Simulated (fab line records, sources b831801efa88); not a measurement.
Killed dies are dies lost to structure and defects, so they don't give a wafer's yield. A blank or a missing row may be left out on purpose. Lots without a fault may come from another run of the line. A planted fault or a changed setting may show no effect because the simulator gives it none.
Which tool did it? | flow sfq_line | 14 lots, 42 wafers sampled, at 1 step of a route of 325

WHAT THE GAUGES READ, wafer by wafer
The record holds no reading of a measuring or inspecting step that can be judged against a usual standard deviation.

WHICH TOOL RAN EACH LOT (tool, then ch and the chambers of the sampled wafers, then the start)
lot  | SFQ_TRILAYER_I1_VIA_BARC_OPEN_VIA_ETCH_071
L885 | rie_diel-04 ch 0,1, day 24 17:42
L886 | rie_diel-03 ch 0,2,3, day 24 20:23
L887 | rie_diel-02 ch 0,1,3, day 24 23:23
L888 | rie_diel-04 ch 2,3, day 25 01:47
L889 | rie_diel-04 ch 0,2,3, day 25 07:44
L890 | rie_diel-02 ch 2,3, day 27 04:09
L891 | rie_diel-04 ch 0,1,2, day 28 20:59
L894 | rie_diel-02 ch 1,2, day 36 14:31
L895 | rie_diel-02 ch 0,1,2, day 37 06:00
L896 | rie_diel-02 ch 0,1,3, day 38 03:36
L901 | rie_diel-03 ch 1,2, day 39 18:00
L902 | rie_diel-04 ch 0,1,3, day 40 01:15
L904 | rie_diel-03 ch 0,1,2, day 40 13:11
L905 | rie_diel-02 ch 0,1, day 40 14:23
- SFQ_TRILAYER_I1_VIA_BARC_OPEN_VIA_ETCH_071: etches BARC in O2, target depth 125 nm, time 41.7 s.

WHAT THE TOOLS THEMSELVES READ (means of the sampled wafers that have a number; where no wafer has one, the mark that the record gives instead)
SFQ_TRILAYER_I1_VIA_BARC_OPEN_VIA_ETCH_071.
lot  | tool        | bias_w (W) | drypump_motor_current_A (A) | oes_product_au (a.u.) | rf_fwd_power_W (W)
L885 | rie_diel-04 | 79.91      | 5.3                         | 0.683                 | 493.4
L886 | rie_diel-03 | 79.65      | 5.6                         | 0.682                 | 493.3
L887 | rie_diel-02 | 79.80      | 5.5                         | 0.687                 | 496.6
L888 | rie_diel-04 | 79.80      | 5.2                         | 0.687                 | 491.7
L889 | rie_diel-04 | 79.55      | 5.2                         | 0.682                 | 493.1
L890 | rie_diel-02 | 80.08      | 5.9                         | 0.686                 | 495.4
L891 | rie_diel-04 | 79.95      | 5.3                         | 0.689                 | 492.9
L894 | rie_diel-02 | 80.00      | 6.1                         | 0.682                 | 496.3
L895 | rie_diel-02 | 85.87      | 5.7                         | 0.689                 | 495.9
L896 | rie_diel-02 | 86.24      | 5.5                         | 0.685                 | 496.5
L901 | rie_diel-03 | 80.19      | 5.8                         | 0.685                 | 496.0
L902 | rie_diel-04 | 79.95      | 5.6                         | 0.690                 | 493.3
L904 | rie_diel-03 | 79.89      | 5.6                         | 0.686                 | 494.2
L905 | rie_diel-02 | 80.38      | 5.4                         | 0.689                 | 495.9

THE ANSWER, worked out from the rows above alone
Rule: what is usual is taken from the lots themselves. Put in order of their means at a reading, lots are off if they are a third of the lots or fewer, leave a main group of 4 or more, and stand apart from it by a gap of 3 or more times the standard deviation of the main group's means; of several such gaps the widest counts. A main group whose means are all the same, to the digits that the tables above print for the reading, isn't used. A lot without any number at a reading at which 4 lots or more have one is off too. The other lots that the step has rows for count as sound. The gauges are gone through in route order, then the tools' own readings, and for those a lot's mean is taken as printed above. The first step at which some lot is off is used, and at that step the reading that is off furthest; a lot without a number counts as furthest.
Off: L895, L896, at SFQ_TRILAYER_I1_VIA_BARC_OPEN_VIA_ETCH_071 (bias_w). The main group: mean 79.93 W, standard deviation 0.22.
A tool fits if, at that step or a process step before it, it ran every lot that is off, and no sound lot after the first of them. None of those tried fits.

WHAT THE SIMULATOR HAD PUT IN
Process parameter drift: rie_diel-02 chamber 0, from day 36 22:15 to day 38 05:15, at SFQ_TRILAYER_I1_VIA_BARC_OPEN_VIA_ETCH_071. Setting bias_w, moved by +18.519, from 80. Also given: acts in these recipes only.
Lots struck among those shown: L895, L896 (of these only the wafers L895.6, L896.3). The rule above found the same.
